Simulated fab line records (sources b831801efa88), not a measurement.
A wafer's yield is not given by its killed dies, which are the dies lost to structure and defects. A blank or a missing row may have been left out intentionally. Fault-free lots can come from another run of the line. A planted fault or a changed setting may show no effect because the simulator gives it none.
A lot that was struck, set against a sound lot    flow sky130    15 steps out of a route of 708
Sound: wafers L730.1, L730.2, L730.6. Struck: wafers L745.2, L745.4, L745.6. The cause is named last.
For every step that has rows: the tool of each side, followed by ch and its chambers, followed by its first start. Under that, the readings that differ: sound wafers    struck wafers    difference of the means    sigmas: that difference in standard deviations of wafers without a fault.
alike: readings whose means differ by less than 2 such deviations, and words and numbers that are the same on both sides. not compared: withheld readings, readings that some wafer has no value for, bounds like >300 that may hide the same value, and numbers for which the record gives no deviation and whose values overlap.
A row with sigmas, a row that says differs or no value, or rows on one side alone: a step with any of these is where the two part. When numbers do not overlap yet have no deviation, they are printed without sigmas and do not part them. A reading that every wafer of one side lacks parts them only if that side has two wafers or more.

SKY_VT_ADJUST_PCH_STRIP_09: strips in O2/N2.
  sound on plasma_asher-01 ch 0,1, day 12 12:27; struck on plasma_asher-01 ch 0,1, day 17 05:49
  alike: drypump_motor_current_A, o2_flow_sccm, oes_product_au, strip_time_to_endpoint_s
  not compared: rf_hours_counter_h
SKY_VT_ADJUST_PCH_TW_MEAS_10:
  struck on film_metro-01, day 17 05:56; sound on film_metro-04, day 12 12:33
  alike: VT_ADJUST_PCH_TW
then, 7 steps without rows for these wafers: SKY_SONOS_TUNNEL_DEHYDRATE_00 (time 60 s); SKY_SONOS_TUNNEL_HMDS_01 (prime time 60 s); SKY_SONOS_TUNNEL_COAT_02 (resist thk 1155 nm); SKY_SONOS_TUNNEL_SOFTBAKE_03 (time 60 s); SKY_SONOS_TUNNEL_EXPOSE_04 (exposes mask TUNM, target cd 410 nm); SKY_SONOS_TUNNEL_PEB_05; SKY_SONOS_TUNNEL_DEVELOP_06 (develop time 60 s).
SKY_SONOS_TUNNEL_CD_MEAS_07 targets a cd of 410 nm.
  struck on cd_sem-02, day 18 11:40; sound on cd_sem-01, day 13 13:47
  alike: cd_nm
SKY_SONOS_TUNNEL_OVL_MEAS_08:
  struck on overlay-01, day 18 11:47; sound on overlay-02, day 13 13:54
  alike: SONOS_TUNNEL_OVL
next, for these wafers, 1 step has no rows: SKY_SONOS_TUNNEL_IMPLANT_09.
SKY_SONOS_TUNNEL_WET_ETCH_10: etches SiO2 in dHF, target depth 14 nm, time 280 s.
  sound on wet_bench-04 ch 3, day 13 14:14; struck on wet_bench-02 ch 3, day 18 11:58
  no value came back on the struck wafers for bath_heat_duty_pct (%), run_length_s (s); on the sound wafers bath_heat_duty_pct (%) reads 6.6 7.1 6.3
then, 1 step without rows for these wafers: SKY_SONOS_TUNNEL_STRIP_11 (strips in SPM, time 600 s).
-- record jumps: 32 days separate the struck wafers' starts on either side; left off in module SONOS_TUNNEL, taken up again in module PAD_OPEN, whose first shown step is the route's number 708 --
SKY_PAD_OPEN_PROBE_99:
  struck on prober-02, day 50 16:02; sound on prober-02, day 47 12:52
reading              sound      struck       difference  sigmas
killed_at_front_end  25 15 20   434 430 433  +412        +99 or more
killed_dies          100 81 85  492 492 492  +403        +41
killed_on_rim        18 14 13   96 96 96     +81         +21
  alike: killed_at_M0_to_M3, killed_at_M4_up, killed_at_contacts, killed_at_other, killed_open, killed_short

== WHERE THEY PART ==
Earliest at SKY_SONOS_TUNNEL_WET_ETCH_10; latest, in this record, at SKY_PAD_OPEN_PROBE_99.

WHY: what had been put in by the simulator
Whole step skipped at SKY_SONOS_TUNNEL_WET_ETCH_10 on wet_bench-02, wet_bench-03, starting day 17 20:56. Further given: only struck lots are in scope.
